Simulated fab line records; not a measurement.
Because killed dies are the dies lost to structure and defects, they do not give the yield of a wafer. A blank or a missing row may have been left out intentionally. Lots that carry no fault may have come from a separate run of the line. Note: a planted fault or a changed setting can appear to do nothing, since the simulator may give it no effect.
Chamber matching    flow gf180mcu    GF_V2_CMP_04 on cmp-02: 4 sister chambers
The step polishes SiO2. 14 wafers are shown with their chamber, then 7 later ones without.

## WAFERS WITH THEIR CHAMBER
wafer   chamber  motor current A (A)  slurry filter dp kPa (kPa)  time to endpoint s (s)
L978.1  2        11.3                 13.60                       68
L978.3  0        12.4                 13.52                       72
L978.5  2        11.2                 13.71                       71
L979.3  1        13.4                 13.70                       76
L979.4  3        15.3                 13.54                       76
L979.6  0        12.5                 13.36                       88
L981.1  0        11.7                 13.56                       81
L981.3  1        13.1                 13.44                       80
L981.4  3        13.7                 13.75                       80
L982.1  3        14.2                 13.47                       74
L982.2  2        11.3                 13.77                       81
L982.6  1        13.6                 13.54                       85
L985.1  3        14.0                 13.58                       73
L985.4  1        13.3                 13.60                       82

SIGNATURES, as means of the wafers listed above
reading               chamber 0  chamber 1  chamber 2  chamber 3  scatter within a chamber
motor current A       12.200     13.350     11.267     14.300     0.445
slurry filter dp kPa  13.4800    13.5700    13.6933    13.5850    0.107
time to endpoint s    80.33      80.75      73.33      75.75      5.41
Rule: for a wafer and a chamber, the distance is found by dividing, reading by reading, the gap between the wafer's reading and the chamber's mean by the reading's scatter, squaring, summing and taking the root. If the next closest chamber is less than 2 further off than the closest, the wafer can't be placed; otherwise it belongs to the closest. The scatter: take each reading less its chamber's mean, square it, sum over the shown wafers, divide by the number of wafers less the number of chambers, and take the root.

## WAFERS WITHOUT THEIR CHAMBER
wafer   motor current A (A)  slurry filter dp kPa (kPa)  time to endpoint s (s)
L985.6  14.1                 13.66                       81
L996.3  15.4                 13.59                       76
L996.4  11.3                 13.55                       82
L996.5  11.7                 13.68                       92
L997.3  11.8                 13.50                       69
L997.4  13.3                 13.48                       74
L997.6  12.3                 13.39                       86

## EACH ONE'S CHAMBER
wafer   from the rows above           in truth
L985.6  can't be placed: 3 or 1       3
L996.3  3                             3
L996.4  can't be placed: 2 or 0       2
L996.5  can't be placed: 0 or 2 or 1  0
L997.3  can't be placed: 0 or 2 or 1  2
L997.4  can't be placed: 1 or 3 or 0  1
L997.6  can't be placed: 0 or 1       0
1 of 7 placed correctly. Not placeable from these rows: 6 (in 6, the candidates include the true chamber). Number placed wrongly: 0.
